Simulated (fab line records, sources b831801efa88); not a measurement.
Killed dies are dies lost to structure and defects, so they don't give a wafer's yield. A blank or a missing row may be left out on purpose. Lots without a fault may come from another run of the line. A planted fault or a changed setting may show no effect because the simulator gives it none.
A struck lot beside a sound one | flow sky130 | 15 steps out of a route of 708
Sound: wafers L201.1, L201.2, L201.6. Struck: wafers L205.2, L205.3, L205.5. The cause comes at the end.
At each step with rows: each side's tool, then ch and its chambers, then its first start. Under that, the readings that differ: sound wafers | struck wafers | difference of the means | sigmas: that difference in standard deviations of wafers without a fault.
alike: readings whose means differ by less than 2 such deviations, and words and numbers that are the same on both sides. not compared: withheld readings, readings that some wafer has no value for, bounds like >300 that may hide the same value, and numbers for which the record gives no deviation and whose values overlap.
The two part at a step that has a row with sigmas, a row that says differs or no value, or rows on one side only. Numbers that don't overlap but have no deviation are shown without sigmas and don't part them. A reading that every wafer of one side lacks parts them only if that side has two wafers or more.

first, 4 steps without rows for these wafers: SKY_SD_P_SOFTBAKE_03 (time 60 s); SKY_SD_P_EXPOSE_04 (exposes mask PSDM, target cd 380 nm); SKY_SD_P_PEB_05; SKY_SD_P_DEVELOP_06 (develop time 60 s).
SKY_SD_P_CD_MEAS_07: target cd 380 nm.
  sound on cd_sem-02, day 28 11:07; struck on cd_sem-02, day 29 15:35
  alike: cd_nm
SKY_SD_P_OVL_MEAS_08:
  sound on overlay-01, day 28 11:14; struck on overlay-01, day 29 15:41
  reading       | sound          | struck      | difference | sigmas
  SD_P_OVL (nm) | -0.9 -0.2 -1.6 | 2.9 2.7 4.0 | +4.1       | +3
then, 1 step without rows for these wafers: SKY_SD_P_IMPLANT_09.
SKY_SD_P_STRIP_10: strips in O2/N2.
  sound on plasma_asher-01 ch 0,1, day 28 11:25; struck on plasma_asher-03 ch 0,1, day 29 15:52
  alike: chamber_pressure_mTorr, drypump_motor_current_A, o2_flow_sccm, oes_product_au, strip_time_to_endpoint_s
  not compared: rf_hours_counter_h
SKY_SD_P_TW_MEAS_11:
  sound on film_metro-04, day 28 11:31; struck on film_metro-01, day 29 15:59
  alike: SD_P_TW
then, 3 steps without rows for these wafers: SKY_RES_XHIGH_DEHYDRATE_00 (time 60 s); SKY_RES_XHIGH_HMDS_01 (prime time 60 s); SKY_RES_XHIGH_COAT_02 (resist thk 1140 nm).
SKY_RES_XHIGH_SOFTBAKE_03: time 60 s.
  sound on litho_track-04 ch 0, day 29 02:03; struck on litho_track-02 ch 0, day 30 05:52
  reading          | sound             | struck            | difference | sigmas
  run_length_s (s) | 89.12 89.07 89.31 | 96.38 96.28 96.04 | +7.07      | +71
  alike: heater_power_total_W
then, 1 step without rows for these wafers: SKY_RES_XHIGH_EXPOSE_04 (exposes mask URPM, target cd 1270 nm).
-- the record jumps here: 18 days lie between the struck wafers' starts before and after (it left off in module RES_XHIGH and takes up again in module PAD_OPEN, whose first step shown is number 708 of the route) --
SKY_PAD_OPEN_PROBE_99:
  sound on prober-02, day 47 20:03; struck on prober-02, day 48 16:11
  alike: killed_at_M0_to_M3, killed_at_M4_up, killed_at_contacts, killed_at_front_end, killed_at_other, killed_dies, killed_open, killed_short

WHERE THEY PART
First at SKY_SD_P_OVL_MEAS_08; last, within this record, at SKY_RES_XHIGH_SOFTBAKE_03. Later steps at which nothing parts them and some readings are alike: SKY_PAD_OPEN_PROBE_99.

WHY: what the simulator had put in
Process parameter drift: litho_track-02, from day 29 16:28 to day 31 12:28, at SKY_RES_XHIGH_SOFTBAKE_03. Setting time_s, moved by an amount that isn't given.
